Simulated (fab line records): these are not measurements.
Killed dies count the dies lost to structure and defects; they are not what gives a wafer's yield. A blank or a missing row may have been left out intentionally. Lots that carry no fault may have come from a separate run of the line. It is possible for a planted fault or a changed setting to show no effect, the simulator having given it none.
Problem report in the 8D (eight disciplines) form, filled by code -- flow gf180mcu -- the parts of the form that need people (team, actions taken, sign-off) are left out

1. WHAT IS WRONG
chamberPressurePa at GF_M1_SPUTTER_04 reads a mean of 0.3148 Pa on 6 wafers of 2 lots; wafers without a fault read 0.3999 Pa with a standard deviation of 0.00075. That is -99 or more standard deviations from the usual mean.
The step: material TiN, target thk 50 nm, time 41.7 s.
The first sign was on wafer L215.1 at day 19 00:55, on pvdSputter-04. Wafers with a number at this step in the record: 18, from 6 lots. Rule for "out", or "out of limits": more than 4 standard deviations from the usual mean. Any other wafer with a number is counted as sound.

2. WHAT IT IS, WHAT IT ISN'T
question,is,is not
which readings at this step,chamberPressurePa,-
which lots,"L215, L219","L211, L213, L226, L228"
which wafers of those lots,all that have a number,-
read on which tools,pvdSputter-04,"pvdSputter-01, pvdSputter-02"
when,from day 19 00:55,"up to then (6 sound wafers); but 6 sound wafers of L226, L228 came after"

3. THE SUSPECTS, EACH WITH WHAT RULES IT OUT
Counting: any tool at a process step up to the reading is kept as a suspect provided that every lot that is out went through it and no sound lot did after the first of them.
- cvdW-02 at GF_CONTACT_CVD_24 (deposits W, target thk 300 nm, time 90.339 s): ruled out as a lasting fault. Sound lots L228 ran on it after its first lot that is out, L215 (day 19 00:09).
- cmp-02 at GF_CONTACT_CMP_27 (polishes, stops on SiO2, t overpolish 15 s, target thk 0 nm): ruled out as a lasting fault. Sound lots L226, L228 ran on it after its first lot that is out, L215 (day 19 00:32).
- pvdSputter-04 at GF_M1_SPUTTER_01 (material TiN, target thk 30 nm, time 25 s): kept. Every lot that is out went through it, starting with L215 (day 19 00:50), and after that it ran no sound lot; the last sound lot it ran before then is L213 (day 18 02:51).
- pvdSputter-04 at GF_M1_SPUTTER_04 (material TiN, target thk 50 nm, time 41.7 s): kept. Every lot that is out went through it, starting with L215 (day 19 00:55), and after that it ran no sound lot; the last sound lot it ran before then is L213 (day 18 02:56). Its own chamberPressurePa readings are out on those wafers.
Remaining after the count are pvdSputter-04 at GF_M1_SPUTTER_01 and pvdSputter-04 at GF_M1_SPUTTER_04.

4. THE CAUSE (what the simulator had put in)
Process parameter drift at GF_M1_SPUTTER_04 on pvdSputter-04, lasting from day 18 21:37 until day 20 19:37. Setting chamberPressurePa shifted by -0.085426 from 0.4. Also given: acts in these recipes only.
This tool is one of the 2 suspects left after counting.

5. THE EFFECT CHAIN, in route order
Rows list readings where the struck wafers' mean (over those with a number) sits beyond 3 standard deviations from the usual. Only readings for which the record gives a usual standard deviation are gone through. hours: the time from each lot's start at the first step in this table that gives one to its start at this step, as a median over the lots. sigmas: the change in usual standard deviations.
hours,step,reading,usual,on struck wafers,change,sigmas
0,GF_M1_SPUTTER_04,chamberPressurePa,0.3999 Pa,0.3148,-0.0851,-99 or more
0,GF_M1_SPUTTER_04,throttleValvePct,29.6 %,33.8,+4.2,+3.8
It contains these process steps:
- GF_M1_SPUTTER_04: material TiN, target thk 50 nm, time 41.7 s.
Later steps that measure or inspect, where all struck wafers having a row at the step show a number for every such reading and not one has moved that far: GF_M1_RS_MEAS_05, GF_M1_THK_MEAS_06, GF_M1_CD_MEAS_14, GF_M1_OVL_MEAS_15, GF_V1_THK_MEAS_01, GF_V1_THK_MEAS_03, GF_V1_BOW_MEAS_05.

6. HOW IT WOULD HAVE BEEN CAUGHT EARLIER
The fault began at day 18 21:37; the first out-of-limits reading in this record came at day 19 00:55, 3 hours later.
